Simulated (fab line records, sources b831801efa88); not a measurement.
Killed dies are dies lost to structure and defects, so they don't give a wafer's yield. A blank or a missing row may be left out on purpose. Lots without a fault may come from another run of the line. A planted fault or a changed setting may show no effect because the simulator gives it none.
A struck lot beside a sound one | flow gf180mcu | 15 steps out of a route of 602
Sound: wafers L666.3, L666.5, L666.6. Struck: wafers L658.1, L658.3, L658.6. The cause comes at the end.
At each step with rows: each side's tool, then ch and its chambers, then its first start. Under that, the readings that differ: sound wafers | struck wafers | difference of the means | sigmas: that difference in standard deviations of wafers without a fault.
alike: readings whose means differ by less than 2 such deviations, and words and numbers that are the same on both sides. not compared: withheld readings, readings that some wafer has no value for, bounds like >300 that may hide the same value, and numbers for which the record gives no deviation and whose values overlap.
The two part at a step that has a row with sigmas, a row that says differs or no value, or rows on one side only. Numbers that don't overlap but have no deviation are shown without sigmas and don't part them. A reading that every wafer of one side lacks parts them only if that side has two wafers or more.

first, 3 steps without rows for these wafers: GF_V1_EXPOSE_11 (exposes mask Via1, target cd 260 nm); GF_V1_PEB_12 (peb time 90 s); GF_V1_DEVELOP_13 (develop time 60 s).
GF_V1_CD_MEAS_14: target cd 260 nm.
  sound on cd_sem-02, day 25 13:20; struck on cd_sem-01, day 22 23:21
  reading    | sound             | struck            | difference | sigmas
  cd_nm (nm) | 256.8 257.4 258.0 | 260.4 261.9 260.5 | +3.5       | +3
GF_V1_OVL_MEAS_15:
  sound on overlay-02, day 25 13:26; struck on overlay-01, day 22 23:28
  alike: V1_OVL
GF_V1_ETCH_16: etches BARC in N2/H2.
  sound on rie_diel-01 ch 1,2,3, day 25 13:27; struck on rie_diel-03 ch 0,1, day 22 23:30
  alike: drypump_motor_current_A, oes_product_au, rf_fwd_power_W, throttle_valve_pct
GF_V1_ETCH_17: etches SiO2 in C4F8/O2/Ar, stops on TiN, target depth 630 nm.
  sound on rie_diel-01 ch 1,2,3; struck on rie_diel-03 ch 0,1
  alike: oes_product_au, rf_fwd_power_W
GF_V1_STRIP_18: strips in O2/N2.
  sound on plasma_asher-01 ch 0,1, day 25 13:37; struck on plasma_asher-04 ch 0,1, day 22 23:38
  alike: drypump_motor_current_A, heater_power_w, oes_product_au
  not compared: rf_hours_counter_h
then, 2 steps without rows for these wafers: GF_V1_STRIP_19 (strips in post etch residue remover, time 1200 s); GF_V1_CLEAN_20 (cleans in DIW).
GF_V1_SPUTTER_21: material Ti, target thk 15 nm, time 80.02 s.
  sound on pvd_sputter-02, day 25 14:07; struck on pvd_sputter-04, day 23 00:10
  alike: throttle_valve_pct
GF_V1_SPUTTER_22: material TiN, target thk 10 nm, time 40 s.
  sound on pvd_sputter-02, day 25 14:11; struck on pvd_sputter-04, day 23 00:14
  alike: throttle_valve_pct
GF_V1_CVD_23: deposits W, target thk 350 nm, time 105.05 s.
  sound on cvd_w-01 ch 0,1, day 25 14:15; struck on cvd_w-02 ch 0,1, day 23 00:16
  no value came back on the struck wafers for chamber_pressure_Torr (Torr), heater_power_outer_w (W), heater_power_w (W); on the sound wafers chamber_pressure_Torr (Torr) reads 40.07 40.14 40.12
GF_V1_RS_MEAS_24: measures by four-point-probe.
  sound on film_metro-03, day 25 14:22; struck on film_metro-02, day 23 00:40
  reading          | sound             | struck               | difference | sigmas
  V1_W_RS (ohm/sq) | 0.324 0.327 0.326 | 43.661 42.995 43.532 | +43.070    | +99 or more
  not compared: hold
then, 1 step without rows for these wafers: GF_PASSIVATION_PROBE_99.

WHERE THEY PART
First at GF_V1_CD_MEAS_14; last, within this record, at GF_V1_RS_MEAS_24.

WHY: what the simulator had put in
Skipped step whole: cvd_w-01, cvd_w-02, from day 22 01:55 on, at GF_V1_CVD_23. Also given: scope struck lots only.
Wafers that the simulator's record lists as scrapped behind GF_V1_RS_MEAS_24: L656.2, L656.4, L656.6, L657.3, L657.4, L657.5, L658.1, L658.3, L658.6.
